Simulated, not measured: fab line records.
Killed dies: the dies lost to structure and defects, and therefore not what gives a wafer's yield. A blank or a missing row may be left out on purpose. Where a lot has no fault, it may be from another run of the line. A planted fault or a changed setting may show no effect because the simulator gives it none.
2 desks, one fault ; flow gf180mcu ; numbers are kept per desk, each desk with only its own; the story behind them comes last

THE METROLOGY DESK
What the gauges read for every lot (on any tool): the sampled wafers with a number, averaged. Any lot whose mean is over 4 standard deviations away from the usual mean is out of limits and marked OUT; that distance is given in the brackets.
Columns: A = cd-nm at GF_HV_LDD_CD_MEAS_31, usual 400.5 nm; B = CONTACT_W_THK at GF_CONTACT_THK_MEAS_26, usual 301 nm; C = M1_ALCU_RS at GF_M1_RS_MEAS_05, usual 0.0694 ohm/sq
lot;first seen here;A;B;C
L267;day 11 14:39;401.0;298;0.0687
L268;day 11 22:42;403.4;293;0.0684
L269;day 12 02:33;401.2;302;0.0703
L270;day 12 17:02;404.6;307;0.0704
L271;day 12 19:52;401.0;302;0.0695
L272;day 13 05:55;400.4;303;0.0696
L276;day 14 10:16;422.4 (+8.8) OUT;298;0.0677
L277;day 14 20:16;397.6;305;0.0692
L278;day 15 11:01;421.1 (+8.2) OUT;302;0.0712
L284;day 17 01:18;403.2;304;0.0687
L285;day 17 11:10;399.6;312;0.0680
L286;day 17 17:41;402.4;307;0.0694
L290;day 19 03:44;401.4;298;0.0702
This desk finds L276, L278 out of limits, L276 being first, at day 14 10:16 (cd-nm at GF_HV_LDD_CD_MEAS_31). L267, L268, L269, L270, L271, L272, L277, L284, L285, L286, L290 stayed within limits.

THE TOOL OWNER'S DESK: iline-stepper-02
The tool's own readings at GF_HV_LDD_EXPOSE_28 (exposes mask Nplus HV AREA, target cd 400 nm): means of the sampled wafers that have a number, for each lot that ran on this tool. Any lot whose mean is over 4 standard deviations away from the usual mean is out of limits and marked OUT; that distance is given in the brackets.
Columns: A = exposure-dose-mJ-cm2 at GF_HV_LDD_EXPOSE_28, usual 139.99; B = stage-vel-mm-s at GF_HV_LDD_EXPOSE_28, usual 499.99 mm/s
lot;first seen here;A;B
L267;day 11 05:33;139.90;499.77
L268;day 11 13:31;139.85;499.96
L276;day 13 23:58;151.89 (+79) OUT;500.19
L278;day 15 00:26;151.84 (+79) OUT;499.98
This desk finds L276, L278 out of limits, L276 being first, at day 13 23:58 (exposure-dose-mJ-cm2 at GF_HV_LDD_EXPOSE_28). L267, L268 stayed within limits.

ALL TOGETHER
An alarm could have come from the tool owner's desk at day 13 23:58, on L276, L278.
Metrology desk: alarm possible at day 14 10:16 on L276, L278.
Every lot named ran GF_HV_LDD_EXPOSE_28 on iline-stepper-02.

WHAT THE SIMULATOR HAD PUT IN
Drift in process parameters on iline-stepper-02 at GF_HV_LDD_EXPOSE_28, starting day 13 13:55. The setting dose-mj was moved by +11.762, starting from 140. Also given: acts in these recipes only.
Shown lots that were struck: L276, L278.
Fault start to first reading out of limits, in hours, per desk: tool owner, 10; metrology, 20.
